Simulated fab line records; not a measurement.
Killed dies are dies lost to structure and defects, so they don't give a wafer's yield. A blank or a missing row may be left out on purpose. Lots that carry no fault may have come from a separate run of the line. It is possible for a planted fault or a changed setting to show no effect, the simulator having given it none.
Which tool did it? || flow sky130 || Sampling: 6 lots, 18 wafers, 2 of 708 route steps

WHAT EACH GAUGE READ, for each wafer
SKY_FIELD_ISO_THK_MEAS_02.
{"lot": "L632", "measured": "day 1 16:41", "on": "filmMetro-04", "FIELD_ISO_OXIDATION_00_THK (nm)": "12.01 12.21 11.97"}
{"lot": "L638", "measured": "day 2 22:47", "on": "filmMetro-04", "FIELD_ISO_OXIDATION_00_THK (nm)": "11.97 11.91 11.72"}
{"lot": "L640", "measured": "day 3 08:38", "on": "filmMetro-03", "FIELD_ISO_OXIDATION_00_THK (nm)": "11.96 12.08 11.85"}
{"lot": "L643", "measured": "day 4 00:22", "on": "filmMetro-03", "FIELD_ISO_OXIDATION_00_THK (nm)": "12.07 11.95 11.93"}
{"lot": "L647", "measured": "day 4 21:20", "on": "filmMetro-01", "FIELD_ISO_OXIDATION_00_THK (nm)": "19.25 19.37 19.25"}
{"lot": "L650", "measured": "day 5 15:38", "on": "filmMetro-01", "FIELD_ISO_OXIDATION_00_THK (nm)": "18.92 18.91 19.07"}

WHAT TOOL EACH LOT RAN ON (gives the tool, then ch and the chambers of the sampled wafers, and finally the start)
{"lot": "L632", "SKY_FIELD_ISO_OXIDATION_01": "furnace-02 ch 0, day 1 15:10"}
{"lot": "L638", "SKY_FIELD_ISO_OXIDATION_01": "furnace-02 ch 0, day 2 21:15"}
{"lot": "L640", "SKY_FIELD_ISO_OXIDATION_01": "furnace-02 ch 0, day 3 07:07"}
{"lot": "L643", "SKY_FIELD_ISO_OXIDATION_01": "furnace-02 ch 0, day 3 22:52"}
{"lot": "L647", "SKY_FIELD_ISO_OXIDATION_01": "furnace-01 ch 0, day 4 18:07"}
{"lot": "L650", "SKY_FIELD_ISO_OXIDATION_01": "furnace-01 ch 0, day 5 11:06"}
- SKY_FIELD_ISO_OXIDATION_01: stabilise 600 s, purge 300 s, target thk 12 nm.

THE ANSWER, worked out from the rows above alone
Rule: usual is defined by the lots themselves. The widest of any qualifying gaps counts: lots, ordered by their means at a reading, are off when they make up no more than a third of the lots, leave a main group of 4 or more, and stand apart from it by 3 or more times the standard deviation of that group's means. Not used: any main group whose means are identical at the precision the tables above print for the reading. Also off: a lot with no number at a reading for which 4 or more lots have one. The other lots that the step has rows for count as sound.
Off: at SKY_FIELD_ISO_THK_MEAS_02 (FIELD_ISO_OXIDATION_00_THK), L647, L650. Mean 11.97 nm and standard deviation 0.07 in the main group.
A tool fits if, at a process step before that reading, it ran every lot that is off, and no sound lot after the first of them. Those tools and the gauges at SKY_FIELD_ISO_THK_MEAS_02 are tried in the same way. Undecided on this evidence; 2 tools fit (furnace-01 at SKY_FIELD_ISO_OXIDATION_01, filmMetro-01 at SKY_FIELD_ISO_THK_MEAS_02).

WHAT THE SIMULATOR HAD INSERTED
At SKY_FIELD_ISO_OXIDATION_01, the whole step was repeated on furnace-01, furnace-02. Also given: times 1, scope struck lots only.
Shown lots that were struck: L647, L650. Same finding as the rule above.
